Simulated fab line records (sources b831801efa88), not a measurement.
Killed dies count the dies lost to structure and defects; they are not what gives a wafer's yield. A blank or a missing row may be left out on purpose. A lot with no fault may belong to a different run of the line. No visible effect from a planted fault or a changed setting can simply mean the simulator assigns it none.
Which tool did it? | flow sky130 | 39 wafers from 13 lots sampled at 5 of the route's 708 steps

## WHAT THE GAUGES SHOWED, per wafer
SKY_FIELD_ISO_CD_MEAS_13: the cd target is 150 nm. Usual: 150.2 nm for cd-nm, sd 1.6.
lot  | measured    | on        | cd-nm (nm)        | flag
L365 | day 2 08:35 | cd-sem-02 | 149.7 148.0 149.9 |
L367 | day 2 17:49 | cd-sem-02 | 148.0 146.5 148.1 |
L366 | day 2 18:10 | cd-sem-02 | 150.4 150.6 151.0 |
L369 | day 3 01:34 | cd-sem-01 | 148.4 148.6 149.8 |
L374 | day 4 04:19 | cd-sem-01 | 149.7 148.8 148.4 |
L380 | day 5 12:37 | cd-sem-01 | 150.3 149.8 149.4 |
L382 | day 5 19:50 | cd-sem-01 | 149.1 148.8 148.8 |
L383 | day 6 02:26 | cd-sem-02 | 147.9 148.4 149.1 |
L384 | day 6 06:56 | cd-sem-01 | 152.6 153.5 153.1 |
L385 | day 6 12:23 | cd-sem-01 | 154.0 152.9 153.7 |
L386 | day 6 20:40 | cd-sem-01 | 150.8 152.1 151.2 |
L387 | day 7 02:14 | cd-sem-02 | 150.5 150.5 150.6 |
L388 | day 7 03:34 | cd-sem-01 | 150.8 151.4 151.1 |

SKY_VT_ADJUST_HVTP_CD_MEAS_07: the cd target is 380 nm. Usual: 380.4 nm for cd-nm, sd 1.9.
lot  | measured     | on        | cd-nm (nm)        | flag
L365 | day 6 02:53  | cd-sem-02 | 378.3 382.2 379.1 |
L367 | day 6 16:14  | cd-sem-02 | 381.4 383.8 383.6 |
L366 | day 6 16:46  | cd-sem-01 | 377.6 380.5 381.3 |
L369 | day 7 05:20  | cd-sem-02 | 377.9 377.0 379.6 |
L374 | day 8 09:35  | cd-sem-02 | 379.1 377.9 382.1 |
L380 | day 10 01:58 | cd-sem-01 | 381.4 381.1 381.2 |
L382 | day 10 14:26 | cd-sem-02 | 383.9 384.0 383.0 |
L383 | day 10 19:07 | cd-sem-02 | 384.0 381.8 383.3 |
L384 | day 11 04:13 | cd-sem-01 | 381.6 384.6 385.7 |
L385 | day 11 09:22 | cd-sem-01 | 378.1 378.8 379.3 |
L386 | day 11 19:29 | cd-sem-02 | 379.3 380.9 379.9 |
L387 | day 11 23:59 | cd-sem-02 | 382.1 379.5 380.7 |
L388 | day 12 03:38 | cd-sem-02 | 382.7 380.7 380.9 |

SKY_VT_ADJUST_HVTP_TW_MEAS_11. Usual: VT_ADJUST_HVTP_TW 1359, standard deviation 22.
lot  | measured     | on            | VT_ADJUST_HVTP_TW | flag
L365 | day 6 03:16  | film-metro-03 | 1329 1326 1331    |
L367 | day 6 16:38  | film-metro-02 | 1382 1376 1373    |
L366 | day 6 17:09  | film-metro-02 | 1382 1376 1377    |
L369 | day 7 05:44  | film-metro-02 | 1375 1378 1381    |
L374 | day 8 09:59  | film-metro-04 | 30 30 30          | OFF
L380 | day 10 02:22 | film-metro-04 | 1344 1337 1344    |
L382 | day 10 14:49 | film-metro-03 | 1321 1327 1322    |
L383 | day 10 19:32 | film-metro-02 | 1366 1364 1376    |
L384 | day 11 04:35 | film-metro-02 | 1374 1383 1386    |
L385 | day 11 09:44 | film-metro-02 | 1375 1386 1371    |
L386 | day 11 19:53 | film-metro-02 | 1377 1378 1378    |
L387 | day 12 00:23 | film-metro-02 | 1380 1383 1382    |
L388 | day 12 04:02 | film-metro-04 | 1341 1347 1343    |

## WHICH TOOL RAN EACH LOT (tool, then ch and the chambers of the sampled wafers, then the start)
lot  | SKY_NWELL_STRIP_25                   | SKY_VT_ADJUST_HVTP_STRIP_10
L365 | plasma-asher-03 ch 0,1, day 5 08:34  | plasma-asher-01 ch 0,1, day 6 03:11
L367 | plasma-asher-03 ch 1, day 5 20:25    | plasma-asher-03 ch 0,1, day 6 16:32
L366 | plasma-asher-04 ch 0,1, day 5 21:07  | plasma-asher-01 ch 0,1, day 6 17:02
L369 | plasma-asher-02 ch 0,1, day 6 09:19  | plasma-asher-02 ch 0,1, day 7 05:38
L374 | plasma-asher-03 ch 0,1, day 7 13:07  | plasma-asher-02 ch 0,1, day 8 09:52
L380 | plasma-asher-04 ch 0,1, day 9 01:53  | plasma-asher-01 ch 0,1, day 10 02:16
L382 | plasma-asher-04 ch 0,1, day 9 14:52  | plasma-asher-03 ch 0,1, day 10 14:44
L383 | plasma-asher-02 ch 0,1, day 9 19:58  | plasma-asher-02 ch 0,1, day 10 19:24
L384 | plasma-asher-04 ch 0,1, day 10 04:16 | plasma-asher-01 ch 0,1, day 11 04:31
L385 | plasma-asher-03 ch 0,1, day 10 09:58 | plasma-asher-02 ch 0,1, day 11 09:40
L386 | plasma-asher-04 ch 0,1, day 10 19:07 | plasma-asher-02 ch 0,1, day 11 19:46
L387 | plasma-asher-02 ch 1, day 11 00:01   | plasma-asher-02 ch 0,1, day 12 00:17
L388 | plasma-asher-04 ch 0,1, day 11 02:43 | plasma-asher-03 ch 0,1, day 12 03:56
- SKY_NWELL_STRIP_25: strips in O2/N2.
- SKY_VT_ADJUST_HVTP_STRIP_10: strips in O2/N2.

## WHAT THE TOOLS THEMSELVES READ (means of the sampled wafers that have a number; where no wafer has one, the mark that the record gives instead)
SKY_NWELL_STRIP_25. Usual: drypump-motor-current-A 6.0 A, standard deviation 0.43; oes-product-au 0.721 a.u., standard deviation 0.0044; strip-time-to-endpoint-s 36.87 s, standard deviation 0.11.
lot  | tool            | drypump-motor-current-A (A) | oes-product-au (a.u.) | strip-time-to-endpoint-s (s) | flag
L365 | plasma-asher-03 | 5.8                         | 0.724                 | 37.00                        |
L367 | plasma-asher-03 | 5.5                         | 0.722                 | 36.83                        |
L366 | plasma-asher-04 | 6.2                         | 0.720                 | 36.93                        |
L369 | plasma-asher-02 | 6.0                         | 0.722                 | 36.86                        |
L374 | plasma-asher-03 | 5.9                         | 0.923                 | -                            | OFF
L380 | plasma-asher-04 | 6.2                         | 0.722                 | 36.99                        |
L382 | plasma-asher-04 | 6.0                         | 0.722                 | 37.07                        |
L383 | plasma-asher-02 | 6.0                         | 0.719                 | 36.99                        |
L384 | plasma-asher-04 | 6.2                         | 0.725                 | 36.73                        |
L385 | plasma-asher-03 | 5.8                         | 0.720                 | 36.91                        |
L386 | plasma-asher-04 | 6.0                         | 0.723                 | 36.93                        |
L387 | plasma-asher-02 | 5.8                         | 0.717                 | 36.96                        |
L388 | plasma-asher-04 | 6.2                         | 0.724                 | 36.72                        |

SKY_VT_ADJUST_HVTP_STRIP_10. Usual: drypump-motor-current-A 6.0 A, standard deviation 0.4; oes-product-au 0.715 a.u., standard deviation 0.0044; strip-time-to-endpoint-s 14.17 s, standard deviation 0.044.
lot  | tool            | drypump-motor-current-A (A) | oes-product-au (a.u.) | strip-time-to-endpoint-s (s) | flag
L365 | plasma-asher-01 | 5.9                         | 0.716                 | 14.17                        |
L367 | plasma-asher-03 | 5.8                         | 0.717                 | 14.18                        |
L366 | plasma-asher-01 | 5.9                         | 0.716                 | 14.19                        |
L369 | plasma-asher-02 | 6.2                         | 0.719                 | 14.17                        |
L374 | plasma-asher-02 | 6.0                         | 0.722                 | 39.38                        | OFF
L380 | plasma-asher-01 | 5.9                         | 0.718                 | 14.18                        |
L382 | plasma-asher-03 | 5.8                         | 0.716                 | 14.20                        |
L383 | plasma-asher-02 | 6.1                         | 0.713                 | 14.09                        |
L384 | plasma-asher-01 | 5.9                         | 0.715                 | 14.14                        |
L385 | plasma-asher-02 | 6.1                         | 0.714                 | 14.16                        |
L386 | plasma-asher-02 | 6.1                         | 0.711                 | 14.22                        |
L387 | plasma-asher-02 | 6.0                         | 0.717                 | 14.24                        |
L388 | plasma-asher-03 | 6.2                         | 0.719                 | 14.18                        |

## THE ANSWER, worked out from the rows above alone
Rule: lot off if the mean of its wafers having a number is beyond 3 standard deviations from the usual mean. A lot without any number at a reading at which 4 lots or more have one is off too. Where the step has rows for the other lots, those lots are counted as sound. First the gauges in route order, then the tools' own readings, where a lot's mean is used as printed above. At the first step where some lot is off, the reading lying furthest off is the one used; lots without a number count as furthest.
Off: L374, at SKY_VT_ADJUST_HVTP_TW_MEAS_11 (VT_ADJUST_HVTP_TW).
If a tool, at a process step before that reading, ran all the lots that are off and no sound lot after the first of them, it fits. The gauges at SKY_VT_ADJUST_HVTP_TW_MEAS_11 aren't tried: what is off there is off at SKY_NWELL_STRIP_25 too, on other tools, and a gauge's error can't cause that. Of those tried, none fits.

## WHAT HAD BEEN PUT IN BY THE SIMULATOR
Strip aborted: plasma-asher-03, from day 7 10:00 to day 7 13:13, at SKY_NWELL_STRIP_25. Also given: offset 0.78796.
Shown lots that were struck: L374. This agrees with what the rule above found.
